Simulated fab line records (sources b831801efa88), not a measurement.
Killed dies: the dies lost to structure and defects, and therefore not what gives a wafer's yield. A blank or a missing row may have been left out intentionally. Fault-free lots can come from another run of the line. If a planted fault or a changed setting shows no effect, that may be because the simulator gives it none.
One fault seen from 2 desks | flow sky130 | only its own numbers are on each desk; what lay behind them is given at the end

AT THE METROLOGY DESK
What the gauges read, lot by lot, whatever tool the lot ran on: means of the sampled wafers that have a number. A lot is out of limits, marked OUT, if its mean lies more than 4 standard deviations from the usual mean; the brackets give that distance.
Columns: A = NWELL_OXIDATION_THK at SKY_NWELL_THK_MEAS_02, usual 9.92 nm; B = NWELL_RS at SKY_NWELL_RS_MEAS_29, usual 624.9 ohm/sq
lot  | first seen here | A     | B
L900 | day 2 16:40     | 10.00 | 625.2
L902 | day 2 23:24     | 10.00 | 624.4
L905 | day 3 15:31     | 10.08 | 624.0
L906 | day 3 18:14     | 9.65  | 624.8
L909 | day 4 11:04     | 9.98  | 625.9
L914 | day 5 12:04     | 9.93  | 624.5
L915 | day 5 16:49     | 10.25 | 624.2
L917 | day 6 05:16     | 10.12 | 626.1
L918 | day 6 12:36     | 9.85  | 627.1
L923 | day 7 22:11     | 9.80  | 626.3
L920 | day 7 22:13     | 9.64  | 623.3
L922 | day 7 22:16     | 9.84  | 624.4
L919 | day 7 22:38     | 9.99  | 623.0
This desk's verdict: no lot among the 13 shows anything out of limits.

DESK OF THE TOOL OWNER: ilineStepper-02
The tool's own readings at SKY_VT_ADJUST_HVTP_EXPOSE_04 (exposes mask HVTPM, target cd 380 nm): means of the sampled wafers that have a number, for each lot that ran on this tool. A lot is out of limits, marked OUT, if its mean lies more than 4 standard deviations from the usual mean; the brackets give that distance.
Columns: A = exposureDoseMJCm2 at SKY_VT_ADJUST_HVTP_EXPOSE_04, usual 139.93
lot  | first seen here | A
L900 | day 5 22:02     | 139.93
L905 | day 6 21:23     | 139.86
L906 | day 6 22:29     | 140.23
L909 | day 7 19:55     | 139.99
L914 | day 9 01:19     | 137.00 (-18) OUT
L915 | day 9 05:34     | 136.95 (-19) OUT
L917 | day 9 22:29     | 137.93 (-13) OUT
L918 | day 10 07:19    | 137.99 (-12) OUT
This desk finds L914, L915, L917, L918 out of limits, L914 being first, at day 9 01:19 (exposureDoseMJCm2 at SKY_VT_ADJUST_HVTP_EXPOSE_04). L900, L905, L906, L909: within limits.

BROUGHT TOGETHER
On L914, L915, L917, L918, at day 9 01:19, an alarm was possible from the tool owner's desk.
The metrology desk saw nothing out of limits.
The metrology desk holds a record of L914, L915, L917, L918, inside its limits.
SKY_VT_ADJUST_HVTP_EXPOSE_04 was run on ilineStepper-02 by each of the lots named.

WHAT WAS PUT IN BY THE SIMULATOR
Process parameter drift: ilineStepper-02, from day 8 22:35 on, at SKY_VT_ADJUST_HVTP_EXPOSE_04. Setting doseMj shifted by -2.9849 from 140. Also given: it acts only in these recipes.
Lots struck among those shown: L914, L915, L917, L918.
How many hours passed from the start of the fault until each desk's first out-of-limits reading: the tool owner's desk, 3.
